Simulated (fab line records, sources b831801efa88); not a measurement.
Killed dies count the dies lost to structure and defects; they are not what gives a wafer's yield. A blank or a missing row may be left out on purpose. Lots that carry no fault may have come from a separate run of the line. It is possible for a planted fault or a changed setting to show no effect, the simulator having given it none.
Matching of chambers    flow gf180mcu    GF_V4_CMP_26 on cmp-01 has 4 sister chambers
The step polishes, stops on SiO2, t overpolish 15 s, target thk 0 nm. 4 wafers are shown with their chamber, then 6 later ones without.

WAFERS, EACH WITH ITS CHAMBER
wafer   chamber  motorCurrentA (A)
L756.1  1        9.7
L770.1  3        12.5
L770.2  0        12.0
L770.3  2        11.3

WAFERS WHOSE CHAMBER IS MISSING
wafer   motorCurrentA (A)
L771.2  9.0
L771.3  11.8
L771.6  9.0
L775.2  8.3
L775.3  11.5
L775.6  11.3

EACH ONE'S CHAMBER
wafer   from the rows above           in truth
L771.2  1                             1
L771.3  can't be placed: 0 or 2 or 3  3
L771.6  1                             1
L775.2  1                             1
L775.3  can't be placed: 2 or 0 or 3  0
L775.6  can't be placed: 2 or 0 or 3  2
Correctly placed: 3 of 6. These rows do not allow placing 3 (true chamber among the candidates in 3). Placed wrongly: 0.
How it was worked out, from the rows above alone: a wafer's distance from a chamber is the root of the sum, over the readings, of the square of ((its reading less the chamber's mean) divided by the reading's scatter). The wafer belongs to the nearest chamber; if the next one is less than 2 further off, it can't be placed. A chamber's mean is the mean of its shown wafers. The scatter: with one shown wafer a chamber, the root of the mean of the squares of how far each hidden wafer lies from its nearest shown one.
